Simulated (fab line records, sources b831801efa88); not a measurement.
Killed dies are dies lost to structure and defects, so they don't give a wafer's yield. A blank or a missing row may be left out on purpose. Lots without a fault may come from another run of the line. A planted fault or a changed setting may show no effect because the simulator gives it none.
Which tool did it? | flow gf180mcu | 13 lots, 39 wafers sampled, at 5 steps of a route of 602

WHAT THE GAUGES READ, wafer by wafer
GF_VT_IMPLANT_OVL_MEAS_40.
lot  | measured     | on         | VT_IMPLANT_03_OVL (nm)
L963 | day 8 14:38  | overlay-01 | 1.8 -0.2 1.1
L964 | day 8 20:35  | overlay-02 | 0.6 1.0 1.0
L966 | day 9 08:41  | overlay-01 | 2.0 1.7 -0.1
L971 | day 10 21:32 | overlay-02 | 2.9 2.5 0.8
L972 | day 11 09:28 | overlay-02 | 0.3 1.2 -0.6
L973 | day 11 12:53 | overlay-02 | 1.6 -0.8 1.9
L974 | day 11 17:32 | overlay-02 | 1.1 3.0 0.9
L976 | day 12 07:08 | overlay-02 | 2.0 1.1 3.0
L978 | day 12 19:08 | overlay-01 | 1.5 2.1 0.8
L979 | day 13 03:44 | overlay-02 | 1.7 1.6 3.3
L980 | day 13 11:16 | overlay-01 | 1.0 3.0 2.5
L981 | day 13 19:20 | overlay-01 | 2.5 3.6 1.8
L982 | day 14 02:31 | overlay-01 | 1.3 2.7 1.7

GF_HV_LDD_CD_MEAS_07: target cd 400 nm.
lot  | measured     | on        | cd_nm (nm)
L963 | day 11 02:35 | cd_sem-02 | 400.4 403.0 401.5
L964 | day 11 09:01 | cd_sem-02 | 398.8 396.8 399.1
L966 | day 11 22:53 | cd_sem-01 | 398.1 398.5 398.2
L971 | day 13 16:50 | cd_sem-02 | 402.3 403.7 402.0
L972 | day 14 06:41 | cd_sem-01 | 403.4 403.0 403.3
L973 | day 14 09:22 | cd_sem-01 | 399.4 401.5 400.1
L974 | day 14 15:09 | cd_sem-01 | 403.3 401.4 402.5
L976 | day 15 05:04 | cd_sem-02 | 402.2 399.0 402.4
L978 | day 15 17:16 | cd_sem-01 | 398.8 399.4 399.9
L979 | day 16 03:13 | cd_sem-01 | 397.2 399.3 399.9
L980 | day 16 12:50 | cd_sem-01 | 402.0 399.5 401.2
L981 | day 16 20:19 | cd_sem-02 | 400.0 402.5 399.7
L982 | day 17 06:20 | cd_sem-01 | 402.2 402.3 401.3

GF_HV_LDD_OVL_MEAS_32.
lot  | measured     | on         | HV_LDD_02_OVL (nm)
L963 | day 12 17:54 | overlay-02 | 3.4 1.8 0.3
L964 | day 13 00:02 | overlay-01 | 0.8 0.6 0.1
L966 | day 13 15:23 | overlay-01 | 3.5 1.4 2.9
L971 | day 15 11:29 | overlay-01 | 2.1 -0.9 0.4
L972 | day 16 02:51 | overlay-01 | 0.1 0.0 1.6
L973 | day 16 05:47 | overlay-02 | -1.2 0.9 2.6
L974 | day 16 11:00 | overlay-01 | 2.5 0.1 1.3
L976 | day 17 02:26 | overlay-01 | 4.2 2.9 3.6
L978 | day 17 15:35 | overlay-02 | 2.3 1.0 1.1
L979 | day 18 02:36 | overlay-01 | 0.7 1.6 1.3
L980 | day 18 11:57 | overlay-02 | 1.3 0.6 2.6
L981 | day 18 20:21 | overlay-01 | 2.0 0.8 1.2
L982 | day 19 06:42 | overlay-01 | 3.2 2.1 1.9

WHICH TOOL RAN EACH LOT (tool, then ch and the chambers of the sampled wafers, then the start)
lot  | GF_HV_LDD_COAT_14                 | GF_HV_LDD_STRIP_22
L963 | litho_track-01 ch 0, day 11 11:53 | plasma_asher-02 ch 0,1, day 11 22:08
L964 | litho_track-04 ch 0, day 11 18:25 | plasma_asher-04 ch 0,1, day 12 04:24
L966 | litho_track-01 ch 0, day 12 08:26 | plasma_asher-04 ch 0,1, day 12 19:01
L971 | litho_track-01 ch 0, day 14 03:06 | plasma_asher-04 ch 0,1, day 14 13:49
L972 | litho_track-02 ch 0, day 14 17:21 | plasma_asher-04 ch 0,1, day 15 04:25
L973 | litho_track-04 ch 0, day 14 20:47 | plasma_asher-02 ch 0,1, day 15 07:31
L974 | litho_track-02 ch 0, day 15 01:51 | plasma_asher-02 ch 0,1, day 15 13:07
L976 | litho_track-04 ch 0, day 15 16:04 | plasma_asher-02 ch 0,1, day 16 03:20
L978 | litho_track-04 ch 0, day 16 03:50 | plasma_asher-04 ch 0,1, day 16 16:13
L979 | litho_track-02 ch 0, day 16 15:03 | plasma_asher-04 ch 0,1, day 17 02:59
L980 | litho_track-01 ch 0, day 17 00:50 | plasma_asher-04 ch 0,1, day 17 12:50
L981 | litho_track-02 ch 0, day 17 08:15 | plasma_asher-01 ch 0,1, day 17 20:52
L982 | litho_track-02 ch 0, day 17 18:08 | plasma_asher-02 ch 0,1, day 18 06:16
- GF_HV_LDD_COAT_14: resist thk 1000 nm.
- GF_HV_LDD_STRIP_22: strips in O2/N2.

WHAT THE TOOLS THEMSELVES READ (means of the sampled wafers that have a number; where no wafer has one, the mark that the record gives instead)
GF_HV_LDD_COAT_14.
lot  | tool           | resist_line_temp_C (C) | spin_speed_rpm (rpm)
L963 | litho_track-01 | 22.87                  | 2999.0
L964 | litho_track-04 | 22.87                  | 2999.6
L966 | litho_track-01 | 22.98                  | 3110.1
L971 | litho_track-01 | 23.09                  | 3113.0
L972 | litho_track-02 | 22.92                  | 2999.9
L973 | litho_track-04 | 22.89                  | 3001.6
L974 | litho_track-02 | 23.07                  | 3000.7
L976 | litho_track-04 | 23.14                  | 3002.1
L978 | litho_track-04 | 23.07                  | 3000.1
L979 | litho_track-02 | 22.87                  | 2998.6
L980 | litho_track-01 | 22.99                  | 3000.5
L981 | litho_track-02 | 22.95                  | 3000.0
L982 | litho_track-02 | 23.06                  | 3001.2

GF_HV_LDD_STRIP_22.
lot  | tool            | chamber_pressure_mTorr (mTorr) | drypump_motor_current_A (A) | heater_power_w (W) | oes_product_au (a.u.) | strip_time_to_endpoint_s (s)
L963 | plasma_asher-02 | 1500.9                         | 5.6                         | 318                | 0.717                 | 12.66
L964 | plasma_asher-04 | 1500.5                         | 5.3                         | 321                | 0.714                 | 12.63
L966 | plasma_asher-04 | 1500.0                         | 5.3                         | 318                | 0.717                 | 12.44
L971 | plasma_asher-04 | 1499.9                         | 5.3                         | 315                | 0.715                 | 12.41
L972 | plasma_asher-04 | 1499.3                         | 5.0                         | 307                | 0.715                 | 12.71
L973 | plasma_asher-02 | 1498.8                         | 5.8                         | 317                | 0.717                 | 12.63
L974 | plasma_asher-02 | 1502.0                         | 5.6                         | 317                | 0.715                 | 12.70
L976 | plasma_asher-02 | 1500.5                         | 5.8                         | 320                | 0.719                 | 12.65
L978 | plasma_asher-04 | 1500.8                         | 5.0                         | 318                | 0.716                 | 12.70
L979 | plasma_asher-04 | 1500.2                         | 5.0                         | 315                | 0.715                 | 12.68
L980 | plasma_asher-04 | 1500.1                         | 5.0                         | 313                | 0.722                 | 12.67
L981 | plasma_asher-01 | 1501.2                         | 5.2                         | 353                | 0.718                 | 12.64
L982 | plasma_asher-02 | 1499.0                         | 5.6                         | 317                | 0.717                 | 12.72

THE ANSWER, worked out from the rows above alone
Rule: what is usual is taken from the lots themselves. Put in order of their means at a reading, lots are off if they are a third of the lots or fewer, leave a main group of 4 or more, and stand apart from it by a gap of 3 or more times the standard deviation of the main group's means; of several such gaps the widest counts. A main group whose means are all the same, to the digits that the tables above print for the reading, isn't used. A lot without any number at a reading at which 4 lots or more have one is off too. The other lots that the step has rows for count as sound. The gauges are gone through in route order, then the tools' own readings, and for those a lot's mean is taken as printed above. The first step at which some lot is off is used, and at that step the reading that is off furthest; a lot without a number counts as furthest.
Off: L966, L971, at GF_HV_LDD_COAT_14 (spin_speed_rpm). The main group: mean 3000.3 rpm, standard deviation 1.
A tool fits if, at that step or a process step before it, it ran every lot that is off, and no sound lot after the first of them. None of those tried fits.

WHAT THE SIMULATOR HAD PUT IN
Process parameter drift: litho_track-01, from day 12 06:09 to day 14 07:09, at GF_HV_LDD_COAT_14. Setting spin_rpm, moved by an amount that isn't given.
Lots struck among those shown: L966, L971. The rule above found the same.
